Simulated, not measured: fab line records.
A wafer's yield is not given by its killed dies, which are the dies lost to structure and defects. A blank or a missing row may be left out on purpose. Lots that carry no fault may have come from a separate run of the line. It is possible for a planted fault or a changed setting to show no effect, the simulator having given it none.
Matching of chambers | flow gf180mcu | GF_POLY_GATE_ETCH_13 on rieSi-02 has 4 sister chambers
The step etches poly-Si in HBr/Cl2, stops on SiO2, target depth 198.5 nm, time 69.6 s. 4 wafers are shown with their chamber, then 7 later ones without.

## WAFERS WITH THEIR CHAMBER
wafer  | chamber | drypumpMotorCurrentA (A)
L548.1 | 1       | 6.6
L549.5 | 3       | 6.5
L558.1 | 0       | 5.1
L558.2 | 2       | 5.5

## WAFERS WITH NO CHAMBER GIVEN
wafer  | drypumpMotorCurrentA (A)
L558.4 | 6.5
L559.2 | 5.6
L559.5 | 5.1
L559.6 | 6.5
L561.3 | 6.6
L561.4 | 6.5
L561.5 | 6.5

## WHICH CHAMBER EACH WENT THROUGH
wafer  | from the rows above | in truth
L558.4 | 3                   | 3
L559.2 | 2                   | 2
L559.5 | 0                   | 0
L559.6 | 3                   | 3
L561.3 | 1                   | 1
L561.4 | 3                   | 3
L561.5 | 3                   | 3
Correctly placed: 7 of 7. Number that these rows cannot place: 0. 0 placed wrongly.
How it was worked out, from the rows above alone: a wafer's distance from a chamber is the root of the sum, over the readings, of the square of ((its reading less the chamber's mean) divided by the reading's scatter). If the next closest chamber is less than 2 further off than the closest, the wafer can't be placed; otherwise it belongs to the closest. Each chamber's mean is taken over the wafers shown for it. The scatter: root of mean squared gap, hidden wafer to nearest shown wafer, with one shown wafer a chamber.
